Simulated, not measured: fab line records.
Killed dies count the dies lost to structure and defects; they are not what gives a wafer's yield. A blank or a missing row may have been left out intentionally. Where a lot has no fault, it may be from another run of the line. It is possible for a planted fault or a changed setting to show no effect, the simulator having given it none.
8D (eight disciplines) problem report, filled in by code + flow gf180mcu + the parts of the form that need people (team, actions taken, sign-off) are left out

## 1. WHAT WENT WRONG
Across 9 wafers from 3 lots, LVPWELL_RS at GF_VT_IMPLANT_RS_MEAS_48 averages 1160 ohm/sq, while fault-free wafers read 1197 ohm/sq with a standard deviation of 3.6. Relative to the usual mean, that is a shift of -10 standard deviations.
The step: measures by four-point-probe.
Earliest sighting: wafer L957.4 on film-metro-01 at day 12 21:41. The record holds 42 wafers of 14 lots with a number at this step. Rule for "out", or "out of limits": more than 4 standard deviations from the usual mean. All remaining wafers that have a number are taken as sound.

## 2. WHAT IT IS; WHAT IT IS NOT
| question                    | is                     | is not                                                              |
|-----------------------------|------------------------|---------------------------------------------------------------------|
| which readings at this step | LVPWELL_RS             | -                                                                   |
| which lots                  | L957, L959, L960       | L940, L941, L942, L944, L945, L947, L948, L949, L950, L954, L958    |
| which wafers of those lots  | all that have a number | -                                                                   |
| read on which gauges        | film-metro-01          | film-metro-02, film-metro-03                                        |
| when                        | from day 12 21:41      | up to then (30 sound wafers); but 3 sound wafers of L958 came after |

## 3. THE SUSPECTS, EACH WITH WHAT RULES IT OUT
Counting: any tool at a process step up to the reading is kept as a suspect provided that every lot that is out went through it and no sound lot did after the first of them.
- the gauge at GF_VT_IMPLANT_RS_MEAS_48 has been ruled out. All the wafers that are out were read on film-metro-01, but those of them that GF_LVPWELL_IMPLANT_08 has rows for are out there too, on other tools.
- implanter-01 at GF_LVPWELL_IMPLANT_08: kept. Every lot that is out went through it, starting with L957 (day 8 07:22), and after that it ran no sound lot; the last sound lot it ran before then is L949 (day 6 14:19). Out on those wafers are its own readings of beam-energy-keV.
Remaining after the count: implanter-01 at GF_LVPWELL_IMPLANT_08.

## 4. THE CAUSE (what the simulator had put in)
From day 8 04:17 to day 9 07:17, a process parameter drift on implanter-01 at GF_LVPWELL_IMPLANT_08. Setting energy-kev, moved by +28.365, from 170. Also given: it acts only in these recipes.
Only this tool survived the counting.

## 5. THE EFFECT CHAIN, in route order
Rows list readings where the struck wafers' mean (over those with a number) sits beyond 3 standard deviations from the usual. Only readings whose record carries a usual standard deviation are examined. hours: median over the lots of the time between each lot's start at the first step of this table that gives one and its start at this step. sigmas: the change, counted in usual standard deviations.
| hours | step                     | reading         | usual       | on struck wafers | change | sigmas      |
|-------|--------------------------|-----------------|-------------|------------------|--------|-------------|
| 0     | GF_LVPWELL_IMPLANT_08    | beam-energy-keV | 169.99      | 198.35           | +28.36 | +99 or more |
| 113   | GF_VT_IMPLANT_RS_MEAS_48 | LVPWELL_RS      | 1197 ohm/sq | 1160             | -37    | -10         |
Process steps it contains:
- GF_LVPWELL_IMPLANT_08
Later measuring or inspecting steps at which every struck wafer that the step has a row for has a number for every such reading, and none has moved that far: GF_NSD_CD_MEAS_07.

## 6. WHAT WOULD HAVE CAUGHT IT SOONER
The first out-of-limits reading at a measuring or inspecting step in this record came at day 12 21:41, 113 hours after the fault's start at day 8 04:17.
Tool's own readings at GF_LVPWELL_IMPLANT_08, beam-energy-keV: out on all struck wafers the step has rows for; an alarm limit on them would have tripped on the first.
By day 12 21:41, every lot that is out (3) had started GF_LVPWELL_IMPLANT_08 on implanter-01. Tool hold at that time: it would have spared none of them.
